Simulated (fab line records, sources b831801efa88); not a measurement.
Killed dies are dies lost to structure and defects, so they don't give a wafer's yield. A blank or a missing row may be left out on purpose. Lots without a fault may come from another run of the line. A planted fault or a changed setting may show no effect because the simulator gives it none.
A struck lot beside a sound one | flow sfq_line | 34 steps out of a route of 325
Sound: wafers L409.1, L409.2, L409.5. Struck: wafer L418.5. (L418.1, L418.6 of the same lot were not struck and are left out.) The cause comes at the end.
At each step with rows: each side's tool, then ch and its chambers, then its first start. Under that, the readings that differ: sound wafers | struck wafers | difference of the means | sigmas: that difference in standard deviations of wafers without a fault.
alike: readings whose means differ by less than 2 such deviations, and words and numbers that are the same on both sides. not compared: withheld readings, readings that some wafer has no value for, bounds like >300 that may hide the same value, and numbers for which the record gives no deviation and whose values overlap.
The two part at a step that has a row with sigmas, a row that says differs or no value, or rows on one side only. Numbers that don't overlap but have no deviation are shown without sigmas and don't part them. A reading that every wafer of one side lacks parts them only if that side has two wafers or more.

SFQ_R5_THK_MEAS_934: measures by xrf.
  sound on film_metro-02, day 59 21:30; struck on film_metro-03, day 64 09:08
  alike: R5_MONX_THK
then, 6 steps without rows for these wafers: SFQ_TRILAYER_R5_LITHO_COAT_141 (resist thk 62 nm); SFQ_TRILAYER_R5_LITHO_COAT_136 (resist thk 600 nm); SFQ_TRILAYER_R5_LITHO_SOFTBAKE_140; SFQ_TRILAYER_R5_LITHO_EXPOSE_137 (exposes mask R5, target cd 500 nm); SFQ_TRILAYER_R5_LITHO_PEB_139 (peb time 60 s); SFQ_TRILAYER_R5_LITHO_DEVELOP_138 (time 60 s).
-- the record jumps here: 5 days lie between the struck wafers' starts before and after --
SFQ_R5_OVL_MEAS_935:
  sound on overlay-01, day 60 11:16; struck on overlay-02, day 68 21:28
  alike: R5_OVL
SFQ_TRILAYER_R5_BARC_OPEN_METAL_ETCH_177: etches BARC in O2, target depth 125 nm, time 41.7 s.
  sound on rie_metal-01 ch 1, day 60 11:18; struck on rie_metal-04 ch 1, day 68 21:31
  alike: chamber_pressure_mTorr, drypump_motor_current_A, oes_product_au, rf_fwd_power_W
  not compared: rf_hours_counter_h
SFQ_TRILAYER_R5_ETCH_METAL_ETCH_139: etches the open film in Cl2, stops on SiO2, target depth 60 nm, time 40 s.
  sound on rie_metal-01 ch 1, day 60 11:25; struck on rie_metal-04 ch 1, day 68 21:34
  alike: chamber_pressure_mTorr, drypump_motor_current_A, oes_product_au, rf_fwd_power_W
  not compared: rf_hours_counter_h
then, 2 steps without rows for these wafers: SFQ_TRILAYER_R5_STRIP_STRIP_140 (strips in O2); SFQ_TRILAYER_R5_STRIP_SOLV_CLEAN_141 (cleans in NMP, time 600 s).
SFQ_TRILAYER_A5C_DEP_PECVD_142: deposits SiO2 from SiH4/N2O, time 15.556 s, target thk 70 nm.
  sound on pecvd-04 ch 1,2, day 60 12:56; struck on pecvd-01 ch 1, day 68 22:24
  alike: heater_power_outer_w, heater_power_w, rf_fwd_power_W, throttle_valve_pct
then, 6 steps without rows for these wafers: SFQ_TRILAYER_I5_LITHO_COAT_149 (resist thk 62 nm); SFQ_TRILAYER_I5_LITHO_COAT_144 (resist thk 650 nm); SFQ_TRILAYER_I5_LITHO_SOFTBAKE_148; SFQ_TRILAYER_I5_LITHO_EXPOSE_145 (exposes mask I5, target cd 700 nm); SFQ_TRILAYER_I5_LITHO_PEB_147 (peb time 60 s); SFQ_TRILAYER_I5_LITHO_DEVELOP_146 (time 60 s).
-- the record jumps here: 4 days lie between the struck wafers' starts before and after --
SFQ_I5_OVL_MEAS_936:
  sound on overlay-01, day 66 01:39; struck on overlay-02, day 72 21:59
  alike: I5_OVL
SFQ_TRILAYER_I5_BARC_OPEN_VIA_ETCH_200: etches BARC in O2, target depth 125 nm, time 41.7 s.
  sound on rie_diel-01 ch 1,2, day 66 01:41; struck on rie_diel-04 ch 3, day 72 22:02
  reading                        | sound                | struck | difference | sigmas
  chamber_pressure_mTorr (mTorr) | 29.976 29.951 29.984 | 29.907 | -0.063     | -2
  drypump_motor_current_A (A)    | 4.8 5.3 5.2          | 6.3    | +1.2       | +3
  alike: oes_product_au, rf_fwd_power_W
  not compared: rf_hours_counter_h
then, 1 step without rows for these wafers: SFQ_TRILAYER_I5_ETCH_VIA_ETCH_147 (etches the open film in CHF3, stops on Nb, target depth 360 nm).
SFQ_TRILAYER_I5_STRIP_STRIP_148: strips in O2.
  sound on rie_metal-02 ch 0,1, day 66 01:53; struck on rie_metal-03 ch 1, day 72 22:13
  alike: chamber_pressure_mTorr, drypump_motor_current_A, oes_product_au
  not compared: rf_hours_counter_h
then, 7 steps without rows for these wafers: SFQ_TRILAYER_I5_STRIP_SOLV_CLEAN_149 (cleans in NMP, time 600 s); SFQ_TRILAYER_C5_LITHO_COAT_156 (resist thk 62 nm); SFQ_TRILAYER_C5_LITHO_COAT_151 (resist thk 650 nm); SFQ_TRILAYER_C5_LITHO_SOFTBAKE_155; SFQ_TRILAYER_C5_LITHO_EXPOSE_152 (exposes mask C5, target cd 500 nm); SFQ_TRILAYER_C5_LITHO_PEB_154 (peb time 60 s); SFQ_TRILAYER_C5_LITHO_DEVELOP_153 (time 60 s).
SFQ_C5_OVL_MEAS_937:
  sound on overlay-02, day 70 05:16; struck on overlay-01, day 73 01:14
  alike: C5_OVL
SFQ_TRILAYER_C5_BARC_OPEN_VIA_ETCH_210: etches BARC in O2, target depth 125 nm, time 41.7 s.
  sound on rie_diel-02 ch 0,2, day 70 05:18; struck on rie_diel-03 ch 3, day 73 01:17
  reading            | sound             | struck | difference | sigmas
  rf_fwd_power_W (W) | 490.9 496.1 488.6 | 497.2  | +5.3       | +2
  alike: chamber_pressure_mTorr, drypump_motor_current_A, oes_product_au
  not compared: rf_hours_counter_h
SFQ_TRILAYER_C5_ETCH_VIA_ETCH_154: etches SiO2 in CHF3, stops on Nb, target depth 84 nm.
  sound on rie_diel-02 ch 0,2, day 70 05:20; struck on rie_diel-03 ch 3, day 73 01:19
  reading               | sound             | struck | difference | sigmas
  oes_product_au (a.u.) | 0.900 0.904 0.911 | 0.785  | -0.120     | -13
  rf_fwd_power_W (W)    | 491.8 494.4 491.8 | 497.7  | +5.0       | +2
  alike: chamber_pressure_mTorr, drypump_motor_current_A
then, 1 step without rows for these wafers: SFQ_TRILAYER_C5_STRIP_STRIP_155 (strips in O2).

WHERE THEY PART
First at SFQ_TRILAYER_I5_BARC_OPEN_VIA_ETCH_200; last, within this record, at SFQ_TRILAYER_C5_ETCH_VIA_ETCH_154.

WHY: what the simulator had put in
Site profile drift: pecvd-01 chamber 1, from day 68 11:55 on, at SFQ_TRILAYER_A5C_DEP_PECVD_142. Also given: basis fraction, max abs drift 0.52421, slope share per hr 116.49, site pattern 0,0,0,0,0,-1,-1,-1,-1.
